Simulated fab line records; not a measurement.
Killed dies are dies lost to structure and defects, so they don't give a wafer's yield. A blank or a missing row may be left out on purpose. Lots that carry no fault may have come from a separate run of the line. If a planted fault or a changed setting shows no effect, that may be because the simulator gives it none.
One fault through the eyes of 2 desks -- flow gf180mcu -- numbers are kept per desk, each desk with only its own; the story behind them comes last

== AT THE TOOL OWNER'S DESK: implanter-03 ==
The tool's own readings at GF_DNWELL_IMPLANT_07: means of the sampled wafers that have a number, for each lot that ran on this tool. Any lot whose mean is over 4 standard deviations away from the usual mean is out of limits and marked OUT; that distance is given in the brackets.
Columns: A = beam energy keV at GF_DNWELL_IMPLANT_07, usual 1500.0; B = beam on s at GF_DNWELL_IMPLANT_07, usual 10.00 s; C = tilt deg at GF_DNWELL_IMPLANT_07, usual -0.002 degrees
lot,first seen here,A,B,C
L938,day 3 11:22,1500.0,9.99,0.014
L944,day 4 23:52,1499.6,9.92,0.003
L949,day 6 00:32,1688.3 (+99 or more) OUT,10.04,0.009
L950,day 6 06:20,1687.9 (+99 or more) OUT,10.14,0.016
This desk finds L949, L950 out of limits, L949 being first, at day 6 00:32 (beam energy keV at GF_DNWELL_IMPLANT_07). Within limits: L938, L944.

== FROM THE METROLOGY DESK ==
What the gauges read, lot by lot, whatever tool the lot ran on: means of the sampled wafers that have a number. Any lot whose mean is over 4 standard deviations away from the usual mean is out of limits and marked OUT; that distance is given in the brackets.
Columns: A = STI_CVD_03_THK at GF_STI_THK_MEAS_04, usual 205.7 nm; B = STI_OXIDATION_01_THK at GF_STI_THK_MEAS_22, usual 14.98 nm; C = DNWELL_TW at GF_DNWELL_TW_MEAS_09, usual 1353
lot,first seen here,A,B,C
L935,day 1 13:34,203.6,15.17,1363
L936,day 1 18:35,206.5,15.07,1360
L937,day 1 23:34,204.7,15.05,1351
L938,day 2 05:27,204.8,14.60,1355
L939,day 2 09:55,208.8,15.11,1356
L940,day 2 14:34,204.9,14.45,1356
L943,day 3 05:35,203.4,15.06,1342
L944,day 3 10:43,205.7,15.22,1348
L949,day 4 16:28,207.9,15.02,1342
L950,day 4 20:38,207.1,14.92,1348
L953,day 5 08:57,204.4,14.90,1360
L954,day 5 12:34,209.3,15.07,1344
L956,day 6 01:05,206.4,14.83,1361
L957,day 6 04:25,204.1,15.12,1352
This desk's finding: nothing out of limits on any of the 14 lots.

== BROUGHT TOGETHER ==
The tool owner's desk could have raised an alarm at day 6 00:32, on L949, L950.
Metrology desk: nothing out of limits seen.
The metrology desk has L949, L950 on record, within its limits.
Every lot named ran GF_DNWELL_IMPLANT_07 on implanter-03.

== WHAT HAD BEEN PUT IN BY THE SIMULATOR ==
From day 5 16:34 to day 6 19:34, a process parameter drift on implanter-03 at GF_DNWELL_IMPLANT_07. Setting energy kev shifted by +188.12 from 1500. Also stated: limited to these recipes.
Struck lots among those shown: L949, L950.
Each desk's first reading out of limits, in hours after the fault started: the tool owner's desk, 8.
